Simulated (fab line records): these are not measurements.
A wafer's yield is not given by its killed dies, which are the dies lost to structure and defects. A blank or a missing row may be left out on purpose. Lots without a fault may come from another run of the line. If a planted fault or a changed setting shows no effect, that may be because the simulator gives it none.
Which of the tools did it? :: flow gf180mcu :: 12 lots with 36 wafers sampled at 2 steps, on a route of 602 steps

## WHAT THE GAUGES READ, wafer by wafer
GF_V2_BOW_MEAS_05.
lot: L075
measured: day 20 05:59
on: filmMetro-02
V2_BOW (um): 77 98 90

lot: L077
measured: day 20 13:58
on: filmMetro-04
V2_BOW (um): 93 97 103

lot: L079
measured: day 21 08:43
on: filmMetro-04
V2_BOW (um): 124 117 117

lot: L081
measured: day 22 12:56
on: filmMetro-03
V2_BOW (um): 109 105 115

lot: L084
measured: day 22 23:26
on: filmMetro-04
V2_BOW (um): 88 112 112

lot: L085
measured: day 23 13:14
on: filmMetro-04
V2_BOW (um): 78 91 100

lot: L087
measured: day 24 05:35
on: filmMetro-04
V2_BOW (um): 102 91 106

lot: L089
measured: day 24 16:04
on: filmMetro-03
V2_BOW (um): 99 97 98

lot: L091
measured: day 25 11:09
on: filmMetro-04
V2_BOW (um): 103 99 97

lot: L093
measured: day 26 02:59
on: filmMetro-03
V2_BOW (um): 103 98 106

lot: L095
measured: day 26 12:36
on: filmMetro-02
V2_BOW (um): 108 107 96

lot: L097
measured: day 27 00:06
on: filmMetro-03
V2_BOW (um): 102 97 103

## TOOL THAT RAN EACH LOT (tool first, then ch and the chambers of the sampled wafers, then the start)
lot: L075
GF_M2_SPUTTER_00: pvdSputter-03, day 19 04:07

lot: L077
GF_M2_SPUTTER_00: pvdSputter-03, day 19 12:02

lot: L079
GF_M2_SPUTTER_00: pvdSputter-02, day 20 07:29

lot: L081
GF_M2_SPUTTER_00: pvdSputter-02, day 21 11:25

lot: L084
GF_M2_SPUTTER_00: pvdSputter-02, day 21 22:20

lot: L085
GF_M2_SPUTTER_00: pvdSputter-01, day 22 12:42

lot: L087
GF_M2_SPUTTER_00: pvdSputter-01, day 23 04:59

lot: L089
GF_M2_SPUTTER_00: pvdSputter-02, day 23 16:16

lot: L091
GF_M2_SPUTTER_00: pvdSputter-03, day 24 12:00

lot: L093
GF_M2_SPUTTER_00: pvdSputter-02, day 25 01:08

lot: L095
GF_M2_SPUTTER_00: pvdSputter-02, day 25 14:35

lot: L097
GF_M2_SPUTTER_00: pvdSputter-01, day 26 02:27
- GF_M2_SPUTTER_00: material Ti, target thk 37.5 nm, time 150 s.

## THE ANSWER, worked out from the rows above alone
Rule: the usual values come from the lots themselves. The widest of any qualifying gaps counts: lots, ordered by their means at a reading, are off when they make up no more than a third of the lots, leave a main group of 4 or more, and stand apart from it by 3 or more times the standard deviation of that group's means. Not used: any main group whose means are identical at the precision the tables above print for the reading. Also off: a lot with no number at a reading for which 4 or more lots have one. The other lots that the step has rows for count as sound.
None of the lots is off at any reading shown; this tells nothing.

## WHAT HAD BEEN PUT IN BY THE SIMULATOR
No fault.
